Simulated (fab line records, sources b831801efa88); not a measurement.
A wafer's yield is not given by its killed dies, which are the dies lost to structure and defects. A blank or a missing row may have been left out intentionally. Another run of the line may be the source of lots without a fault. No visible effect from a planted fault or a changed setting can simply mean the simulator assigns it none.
Split-lot trial -- flow gf180mcu -- route with 602 steps; 5 lots, 23 wafers read

## ON THE SPLIT
At GF_V4_CVD_00 (deposits SiO2, target thk 600 nm, time 100 s), the setting sih4_flow_sccm was moved away from the recipe's 60 sccm on 8 of the 23 wafers read, by +4.3% to +12.5%. The other wafers ran this setting at the recipe's value.

No step appears in the file between the split and the reading.

## THE READING
At GF_V4_THK_MEAS_01: V4_CVD_00_THK, given in nm. Fault-free wafers of this fab line usually give 598 nm, standard deviation 7.7 nm.

wafer,"tool, chamber at the split","sih4_flow_sccm as run, sccm",against the recipe,"V4_CVD_00_THK, nm",against lot-mates on the recipe
L076.1,"hdpcvd-01, 2",62.58,+4.3%,621,+30
L076.2,"hdpcvd-01, 0",60,recipe,591,-
L076.3,"hdpcvd-01, 1",60,recipe,592,-
L076.4,"hdpcvd-01, 2",62.58,+4.3%,621,+30
L076.6,"hdpcvd-01, 0",62.58,+4.3%,618,+26
L079.2,"hdpcvd-01, 2",60,recipe,595,-
L079.4,"hdpcvd-01, 0",60,recipe,600,-
L079.5,"hdpcvd-01, 1",60,recipe,595,-
L081.1,"hdpcvd-01, 0",60,recipe,595,-
L081.2,"hdpcvd-01, 2",60,recipe,588,-
L081.3,"hdpcvd-01, 1",60,recipe,589,-
L081.4,"hdpcvd-01, 1",60,recipe,595,-
L081.6,"hdpcvd-01, 0",60,recipe,594,-
L080.1,"hdpcvd-01, 2",62.86,+4.8%,612,+17
L080.2,"hdpcvd-01, 0",60,recipe,597,-
L080.3,"hdpcvd-01, 1",60,recipe,592,-
L080.5,"hdpcvd-01, 0",62.86,+4.8%,622,+27
L080.6,"hdpcvd-01, 1",60,recipe,597,-
L083.1,"hdpcvd-02, 2",60,recipe,609,-
L083.2,"hdpcvd-02, 1",60,recipe,608,-
L083.4,"hdpcvd-02, 2",67.51,+12.5%,685,+76
L083.5,"hdpcvd-02, 1",67.51,+12.5%,681,+72
L083.6,"hdpcvd-02, 0",67.51,+12.5%,684,+76

THE FIT
A straight line over all 23 wafers: V4_CVD_00_THK changes by +6.8 nm for each +1% of sih4_flow_sccm; r = +0.98; the points scatter about the line by 6.5 nm.
The same after taking each lot's own level away (the mean of its wafers on the recipe; 23 wafers): +5.94 nm for each +1%; r = +0.99; scatter 3.5 nm.
The reading moves by 74 nm for the largest change in sih4_flow_sccm, on that fit.
Across the lots, their own levels run from 591.5 to 608.5 nm, a range of 2.2 times the standard deviation given above.
So the slope is not independent of the lot-to-lot level: the two fits are not the same.
Check: with one of the wafers moved furthest among these (+12.5%) left out of the fit, the line predicts +73.4 nm for it against its lot-mates. Against them it came out at +76.5 nm.

## FURTHER SPLITS ON THESE WAFERS
Before the reading, these wafers also passed through other splits. Each is held against what the fit with the lots' levels taken away leaves over:
other split on the same wafers,wafers away from the commonest value,r with V4_CVD_00_THK (lot level and that fit taken away)
GF_V2_SPUTTER_22 time_s,10,+0.28
GF_M3_COAT_09 resist_thk_nm,8,-0.45

## THE WHOLE CHAIN: every reading that the file lists as answering this split, in the file's order
step,what it does,reading,change (the file's fit),r (the file's)
GF_V4_CVD_00,"deposits SiO2, target thk 600 nm, time 100 s","SiO2_of_V4_CVD_00.thk_nm (the simulator's own value, which no gauge read)",+5.92 nm for each +1% of the setting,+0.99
GF_V4_THK_MEAS_01,,V4_CVD_00_THK,+5.89 for each +1% of the setting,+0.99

## THE FILE'S OWN FIT
V4_CVD_00_THK changes by +5.89 nm for each +1% of sih4_flow_sccm, r = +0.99.
